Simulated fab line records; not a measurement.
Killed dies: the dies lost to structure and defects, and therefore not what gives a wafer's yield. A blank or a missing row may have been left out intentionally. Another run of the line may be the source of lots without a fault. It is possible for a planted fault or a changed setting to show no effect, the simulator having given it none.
2 desks looking at one fault    flow gf180mcu    every desk sees just its own numbers, and what lay behind them comes last

## FOR THE TOOL OWNER'S DESK: implanter-03
For each lot that ran on this tool, the mean over its sampled wafers that have a number, from the tool's own readings at GF_MVPSD_IMPLANT_09. Any lot whose mean is over 4 standard deviations away from the usual mean is out of limits and marked OUT; that distance is given in the brackets.
Columns: A = dose-ions-cm2 at GF_MVPSD_IMPLANT_09, usual 5e+12; B = end-station-pressure-torr at GF_MVPSD_IMPLANT_09, usual 5.03e-06 Torr; C = faraday-current-uA at GF_MVPSD_IMPLANT_09, usual 28.2
lot   first seen here  A                        B         C
L829  day 5 21:43      5e+12                    5.12e-06  28.2
L837  day 7 21:39      5e+12                    4.72e-06  27.7
L839  day 8 08:11      5e+12                    5.15e-06  28.2
L840  day 8 14:40      2e+12 (-99 or more) OUT  5.19e-06  12.5 (-29) OUT
L843  day 9 07:12      2e+12 (-99 or more) OUT  5.21e-06  12.4 (-29) OUT
This desk finds L840, L843 out of limits, L840 being first, at day 8 14:40 (dose-ions-cm2 at GF_MVPSD_IMPLANT_09). L829, L837, L839 stayed within limits.

## METROLOGY DESK
Means of the sampled wafers that have a number, per lot and without regard to the tool the lot ran on: this is what the gauges read. Any lot whose mean is over 4 standard deviations away from the usual mean is out of limits and marked OUT; that distance is given in the brackets.
Columns: A = MVPSD_TW at GF_MVPSD_TW_MEAS_11, usual 556; B = MVPSD_RS at GF_VT_IMPLANT_RS_MEAS_49, usual 1168.2 ohm/sq; C = M3_OVL at GF_M3_OVL_MEAS_15, usual 2 nm; D = V3_OVL at GF_V3_OVL_MEAS_15, usual -4 nm
lot   first seen here  A               B                 C   D
L826  day 5 01:56      554             1166.3            1   8
L827  day 5 06:05      555             1170.6            2   -3
L829  day 5 21:57      559             1166.0            -0  -2
L834  day 7 02:53      560             1171.4            3   5
L836  day 7 15:04      564             1165.2            -6  -16
L837  day 7 21:53      552             1169.0            6   -2
L839  day 8 08:26      555             1168.7            7   -8
L840  day 8 14:55      536 (-5.4) OUT  1319.0 (+54) OUT  14  -5
L842  day 9 00:59      553             1170.9            8   -12
L843  day 9 07:26      541 (-4.1) OUT  1323.7 (+56) OUT  8   3
L846  day 10 02:38     556             1165.8            -0  -3
L847  day 10 08:07     564             1167.7            -2  -5
This desk reports L840, L843 out of limits; the earliest was L840 at day 8 14:55 (MVPSD_TW at GF_MVPSD_TW_MEAS_11). L826, L827, L829, L834, L836, L837, L839, L842, L846, L847 stayed within limits.

## BROUGHT TOGETHER
An alarm could have come from the tool owner's desk at day 8 14:40, on L840, L843.
At day 8 14:55 the metrology desk could have sounded an alarm, on L840, L843.
The lots listed all ran GF_MVPSD_IMPLANT_09 on implanter-03.

## WHAT THE SIMULATOR HAD INSERTED
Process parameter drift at GF_MVPSD_IMPLANT_09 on implanter-03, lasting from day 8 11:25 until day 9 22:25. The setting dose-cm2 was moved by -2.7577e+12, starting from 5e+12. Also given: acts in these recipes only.
Shown lots that were struck: L840, L843.
Delay (hours) between the fault's onset and each desk's first out-of-limits reading: 3 at the tool owner's desk, 4 at the metrology desk.
